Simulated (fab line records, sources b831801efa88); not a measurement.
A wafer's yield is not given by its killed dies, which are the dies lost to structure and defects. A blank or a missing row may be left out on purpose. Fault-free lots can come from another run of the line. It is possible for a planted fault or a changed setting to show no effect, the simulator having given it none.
Problem report in the 8D (eight disciplines) form, filled by code -- flow sky130 -- the parts of the form that need people (team, actions taken, sign-off) are left out

== 1. THE PROBLEM ==
SKY_VIA4_HDPCVD_00, runLengthS: mean 327.6 s over 1 wafer from 1 lot; wafers with no fault: 319.8 s, standard deviation 0.65. That puts it +12 standard deviations away from the usual mean.
The step: deposits SiO2, target thk 1750 nm, time 291.7 s.
First seen on wafer L113.3, day 44 22:29, on hdpcvd-01. The record has a number at this step for 38 wafers belonging to 13 lots. The rule behind "out" and "out of limits": a value lying over 4 standard deviations away from the usual mean. The other wafers with a number count as sound.

== 2. WHAT IT IS; WHAT IT IS NOT ==
question,is,is not
which readings at this step,runLengthS,-
which lots,L113,"L102, L103, L104, L105, L106, L107, L108, L109, L122, L123, L124, L125"
which wafers of those lots,L113.3,L113.1
read on which tools,hdpcvd-01,hdpcvd-02
when,from day 44 22:29,"up to then (25 sound wafers); but 12 sound wafers of L122, L123, L124, L125 came after"

== 3. WHAT RULES OUT EACH SUSPECT ==
Counting: a tool at a process step up to the reading stays a suspect if it ran every lot that is out. Sound lots after the first of them don't rule it out here, since some wafers of a struck lot are sound.
- pecvd-02 at SKY_CAP2M_CVD_00 (deposits SiO2, target thk 15.5 nm): kept. It ran the lot that is out, L113 (day 42 23:01); its last sound lot up to then is L108 (day 41 04:57).
- rieDiel-01 at SKY_METAL4_ETCH_17 (etches SiO2 in C4F8/O2/Ar, stops on TiN, time 3.9 s, target depth 15 nm): kept. It ran the lot that is out, L113 (day 44 21:40); its last sound lot up to then is L109 (day 43 23:46).
- hdpcvd-01 at SKY_VIA4_HDPCVD_00 (deposits SiO2, target thk 1750 nm, time 291.7 s): kept. It ran the lot that is out, L113 (day 44 22:29); its last sound lot up to then is L108 (day 43 06:00). Its own readings are out on those wafers: runLengthS.
- The sound lot-mates ran in chamber 2 of pecvd-02 at SKY_CAP2M_CVD_00, but the wafers that are out ran in chamber 0.
- The sound lot-mates ran in chamber 2 of rieDiel-01 at SKY_METAL4_ETCH_17, but the wafers that are out ran in chamber 3.
- The sound lot-mates ran in chamber 0 of hdpcvd-01 at SKY_VIA4_HDPCVD_00, but the wafers that are out ran in chamber 1.
After the count, these remain: pecvd-02 at SKY_CAP2M_CVD_00, rieDiel-01 at SKY_METAL4_ETCH_17 and hdpcvd-01 at SKY_VIA4_HDPCVD_00.

== 4. THE CAUSE (what the simulator had put in) ==
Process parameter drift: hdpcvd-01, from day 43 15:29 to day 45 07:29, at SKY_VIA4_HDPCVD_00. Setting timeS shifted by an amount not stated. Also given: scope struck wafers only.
This tool is one of the 3 suspects left after counting.

== 5. THE CHAIN OF EFFECTS, in route order ==
Each row: a reading whose mean over the struck wafers that have a number lies more than 3 standard deviations from the usual. Scope: only readings with a usual standard deviation given in the record; hours: median across lots of the time from each lot's start at the first step in this table that gives one to its start at this step; sigmas: change in usual standard deviations.
hours,step,reading,usual,on struck wafers,change,sigmas
0,SKY_VIA4_HDPCVD_00,runLengthS,319.8 s,327.6,+7.8,+12
Process steps it contains:
- SKY_VIA4_HDPCVD_00: deposits SiO2, target thk 1750 nm, time 291.7 s.

== 6. HOW IT WOULD HAVE BEEN CAUGHT EARLIER ==
In this record no reading fell out of limits until day 44 22:29, 31 hours after the fault had begun at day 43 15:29.
